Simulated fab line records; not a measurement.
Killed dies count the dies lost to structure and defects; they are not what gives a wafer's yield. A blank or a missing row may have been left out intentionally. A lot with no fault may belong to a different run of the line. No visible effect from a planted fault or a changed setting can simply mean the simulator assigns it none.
Which of the tools did it?    flow sky130    Sampling: 11 lots, 33 wafers, 4 of 708 route steps

== WHAT THE GAUGES SHOWED, per wafer ==
SKY_VIA4_OVL_MEAS_11. Usual: VIA4_OVL typically reads -0.8 nm, with standard deviation 1.3.
lot   measured      on          VIA4_OVL (nm)   flag
L527  day 43 08:22  overlay-01  -0.5 0.4 0.6    
L528  day 43 17:43  overlay-02  0.0 -0.3 0.2    
L529  day 44 01:52  overlay-01  -1.3 -0.9 0.1   
L530  day 44 06:07  overlay-02  -0.3 -3.0 -1.2  
L531  day 44 10:19  overlay-02  -0.9 0.1 -0.7   
L532  day 44 23:43  overlay-02  -0.9 -2.8 -2.4  
L534  day 45 12:37  overlay-01  -0.6 -0.7 -1.2  
L545  day 48 07:16  overlay-01  -1.6 -0.6 -0.6  
L546  day 49 03:04  overlay-02  -0.6 -4.1 -1.3  
L547  day 49 03:25  overlay-01  1.7 -2.3 -1.9   
L549  day 49 07:53  overlay-01  0.0 -2.0 -1.2   

== EACH LOT AND THE TOOL THAT RAN IT (in order: tool; ch and the chambers of the sampled wafers; start) ==
lot   SKY_CAP2M_METAL_ETCH_13            SKY_METAL4_DESCUM_15               SKY_VIA4_CMP_02
L527  rie-metal-01 ch 0,1, day 41 06:21  rie-metal-04 ch 0,1, day 42 07:40  cmp-02 ch 0,1,2, day 42 09:02
L528  rie-metal-01 ch 1, day 41 17:52    rie-metal-01 ch 0,1, day 42 17:49  cmp-02 ch 0,2, day 42 19:07
L529  rie-metal-01 ch 0,1, day 42 01:03  rie-metal-01 ch 0,1, day 43 01:25  cmp-01 ch 0,2,3, day 43 02:38
L530  rie-metal-02 ch 0,1, day 42 05:55  rie-metal-01 ch 0,1, day 43 06:04  cmp-02 ch 2,3, day 43 07:17
L531  rie-metal-03 ch 0,1, day 42 10:36  rie-metal-03 ch 0,1, day 43 10:43  cmp-02 ch 2,3, day 43 11:55
L532  rie-metal-02 ch 0,1, day 43 01:00  rie-metal-01 ch 0,1, day 44 00:40  cmp-02 ch 0,1,3, day 44 01:53
L534  rie-metal-02 ch 0,1, day 43 14:34  rie-metal-03 ch 0,1, day 44 13:37  cmp-02 ch 2,3, day 44 14:46
L545  rie-metal-01 ch 0,1, day 46 13:00  rie-metal-03 ch 0,1, day 47 10:10  cmp-02 ch 0,2, day 47 11:27
L546  rie-metal-03 ch 0,1, day 47 09:51  rie-metal-01 ch 0,1, day 48 06:35  cmp-02 ch 1,2, day 48 08:09
L547  rie-metal-01 ch 0,1, day 47 09:54  rie-metal-04 ch 0,1, day 48 06:49  cmp-01 ch 1,2,3, day 48 08:26
L549  rie-metal-03 ch 0,1, day 47 14:58  rie-metal-01 ch 0,1, day 48 11:38  cmp-02 ch 0,1,2, day 48 12:57
- SKY_CAP2M_METAL_ETCH_13: etches TiN in Cl2/BCl3, stops on SiO2, target depth 220 nm, time 62.9 s.
- SKY_METAL4_DESCUM_15: chemistry O2, time 8 s.
- SKY_VIA4_CMP_02: polishes SiO2.

== WHAT THE TOOLS THEMSELVES READ (means of the sampled wafers that have a number; where no wafer has one, the mark that the record gives instead) ==
SKY_CAP2M_METAL_ETCH_13. Usual: drypump-motor-current-A 5.81 A, standard deviation 0.27; oes-product-au 0.937 a.u., standard deviation 0.0067; throttle-valve-pct 21.904 %, standard deviation 0.0097.
lot   tool          drypump-motor-current-A (A)  oes-product-au (a.u.)  throttle-valve-pct (%)  flag
L527  rie-metal-01  5.82                         0.944                  21.893                  
L528  rie-metal-01  5.86                         0.937                  21.899                  
L529  rie-metal-01  5.76                         0.934                  21.898                  
L530  rie-metal-02  5.67                         0.944                  21.901                  
L531  rie-metal-03  6.02                         0.935                  21.908                  
L532  rie-metal-02  5.86                         0.934                  21.894                  
L534  rie-metal-02  5.68                         0.937                  21.911                  
L545  rie-metal-01  5.77                         0.942                  21.904                  
L546  rie-metal-03  6.00                         0.940                  21.901                  
L547  rie-metal-01  5.81                         0.929                  21.904                  
L549  rie-metal-03  5.73                         0.946                  21.897                  

SKY_METAL4_DESCUM_15. Usual: drypump-motor-current-A 5.7 A, standard deviation 0.32; oes-product-au 1.004 a.u., standard deviation 0.011.
lot   tool          drypump-motor-current-A (A)  oes-product-au (a.u.)  flag
L527  rie-metal-04  5.4                          1.005                  
L528  rie-metal-01  5.8                          1.010                  
L529  rie-metal-01  5.8                          1.004                  
L530  rie-metal-01  5.8                          1.014                  
L531  rie-metal-03  6.0                          0.994                  
L532  rie-metal-01  5.8                          1.018                  
L534  rie-metal-03  5.8                          0.996                  
L545  rie-metal-03  5.7                          0.995                  
L546  rie-metal-01  5.8                          1.011                  
L547  rie-metal-04  5.4                          1.004                  
L549  rie-metal-01  5.8                          1.013                  

SKY_VIA4_CMP_02. Usual: head-pressure-psi 3.999 psi, standard deviation 0.0089; motor-current-A 11.6 A, standard deviation 1.6.
lot   tool    head-pressure-psi (psi)  motor-current-A (A)  flag
L527  cmp-02  3.992                    10.8                 
L528  cmp-02  4.006                    11.1                 
L529  cmp-01  4.000                    13.5                 
L530  cmp-02  3.999                    11.1                 
L531  cmp-02  3.987                    11.0                 
L532  cmp-02  4.001                    11.2                 
L534  cmp-02  4.000                    11.1                 
L545  cmp-02  4.005                    12.2                 
L546  cmp-02  3.997                    10.4                 
L547  cmp-01  3.997                    12.5                 
L549  cmp-02  3.994                    11.1                 

== THE ANSWER, worked out from the rows above alone ==
Rule: a lot is off if the mean of its wafers that have a number lies more than 3 standard deviations from the usual mean. Also off: a lot with no number at a reading for which 4 or more lots have one. Any other lot the step has rows for is counted as sound. First the gauges in route order, then the tools' own readings, where a lot's mean is used as printed above. At the first step where some lot is off, the reading lying furthest off is the one used; lots without a number count as furthest.
None of the lots is off at any reading shown; this tells nothing.

== WHAT THE SIMULATOR HAD INSERTED ==
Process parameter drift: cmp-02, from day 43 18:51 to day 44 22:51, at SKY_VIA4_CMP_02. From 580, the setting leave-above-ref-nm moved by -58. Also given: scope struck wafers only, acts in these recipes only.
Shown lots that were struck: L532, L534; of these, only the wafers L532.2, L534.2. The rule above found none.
